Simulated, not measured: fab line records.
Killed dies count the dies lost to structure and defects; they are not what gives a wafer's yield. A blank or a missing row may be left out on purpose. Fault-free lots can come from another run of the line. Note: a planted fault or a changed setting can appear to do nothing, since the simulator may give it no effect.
Problem report in the 8D (eight disciplines) form, filled by code :: flow gf180mcu :: the parts of the form that need people (team, actions taken, sign-off) are left out

== 1. THE ISSUE ==
NWELL_RS at GF_VT_IMPLANT_RS_MEAS_47 reads a mean of 482.1 ohm/sq on 1 wafer of 1 lot; wafers without a fault read 487.8 ohm/sq with a standard deviation of 1.2. Relative to the usual mean, that is a shift of -4.7 standard deviations.
The step: measures by four-point-probe.
First seen on wafer L785.3, day 12 11:45, on film-metro-03. Wafers with a number at this step in the record: 13, from 5 lots. Rule for "out", or "out of limits": more than 4 standard deviations from the usual mean. All remaining wafers that have a number are taken as sound.

== 2. WHAT IT IS, AND WHAT IT ISN'T ==
question: which readings at this step
is: NWELL_RS
is not: -

question: which lots
is: L785
is not: L771, L774, L777, L789

question: which wafers of those lots
is: all that have a number
is not: -

question: read on which gauges
is: film-metro-03
is not: film-metro-01, film-metro-04

question: when
is: from day 12 11:45
is not: up to then (9 sound wafers); but 3 sound wafers of L789 came after

== 3. THE SUSPECTS, EACH WITH WHAT RULES IT OUT ==
Counting: a tool at a process step up to the reading stays a suspect if it ran every lot that is out and no sound lot after the first of them.
- ruled out: the gauge at GF_VT_IMPLANT_RS_MEAS_47. All the wafers that are out were read on film-metro-03, but those of them that GF_NWELL_IMPLANT_09 has rows for are out there too, on other tools.
- plasma-asher-01 at GF_DNWELL_STRIP_08 (strips in O2/N2): ruled out as a lasting fault. The sound lots L789 went through it after L785, its earliest lot that is out (day 6 13:17).
- implanter-03 at GF_NWELL_IMPLANT_09: kept. It ran the lot that is out, L785 (day 7 05:47), and no sound lot after that; its last sound lot up to then is L771 (day 3 23:33). Its own readings are out on those wafers: beam-on-s, faraday-current-uA.
- plasma-asher-03 at GF_NWELL_STRIP_10 (strips in O2/N2): kept. It ran the lot that is out, L785 (day 7 05:55), and no sound lot after that.
- plasma-asher-01 at GF_LVPWELL_STRIP_10 (strips in O2/N2): ruled out as a lasting fault. The sound lots L789 went through it after L785, its earliest lot that is out (day 7 22:24).
- plasma-asher-03 at GF_MVSD_STRIP_10 (strips in O2/N2): kept. It ran the lot that is out, L785 (day 8 15:51), and no sound lot after that; its last sound lot up to then is L774 (day 5 19:59).
Still standing after the count: implanter-03 at GF_NWELL_IMPLANT_09, plasma-asher-03 at GF_NWELL_STRIP_10, plasma-asher-03 at GF_MVSD_STRIP_10.

== 4. THE CAUSE (what the simulator had put in) ==
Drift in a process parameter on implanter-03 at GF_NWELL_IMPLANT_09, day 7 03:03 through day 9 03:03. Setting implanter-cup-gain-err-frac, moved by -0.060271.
Counting left 3 suspects, and this tool is among them.

== 5. SEQUENCE OF EFFECTS, ordered by route ==
Each row: a reading where the mean over the struck wafers with a number is more than 3 standard deviations away from the usual. Scope: only readings with a usual standard deviation given in the record; hours: median across lots of the time from each lot's start at the first step in this table that gives one to its start at this step; sigmas: change in usual standard deviations.
hours: 0
step: GF_NWELL_IMPLANT_09
reading: beam-on-s
usual: 9.98 s
on struck wafers: 10.87
change: +0.89
sigmas: +4.4

hours: 0
step: GF_NWELL_IMPLANT_09
reading: faraday-current-uA
usual: 22.6
on struck wafers: 20.7
change: -1.9
sigmas: -4.3

hours: 126
step: GF_VT_IMPLANT_RS_MEAS_47
reading: NWELL_RS
usual: 487.8 ohm/sq
on struck wafers: 482.1
change: -5.7
sigmas: -4.7
The process steps in it:
- GF_NWELL_IMPLANT_09
Later measuring or inspecting steps at which every struck wafer that the step has a row for has a number for every such reading, and none has moved that far: GF_VT_IMPLANT_RS_MEAS_48.

== 6. WHAT WOULD HAVE CAUGHT IT SOONER ==
129 hours passed between the start of the fault at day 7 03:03 and the first reading out of limits at a measuring or inspecting step in this record, taken at day 12 11:45.
Tool's own readings at GF_NWELL_IMPLANT_09, beam-on-s, faraday-current-uA: out on all struck wafers the step has rows for; an alarm limit on them would have tripped on the first.
Lots out: 1; all had begun GF_NWELL_IMPLANT_09 on implanter-03 by day 12 11:45. Holding the tool at that point would not have protected any of them.
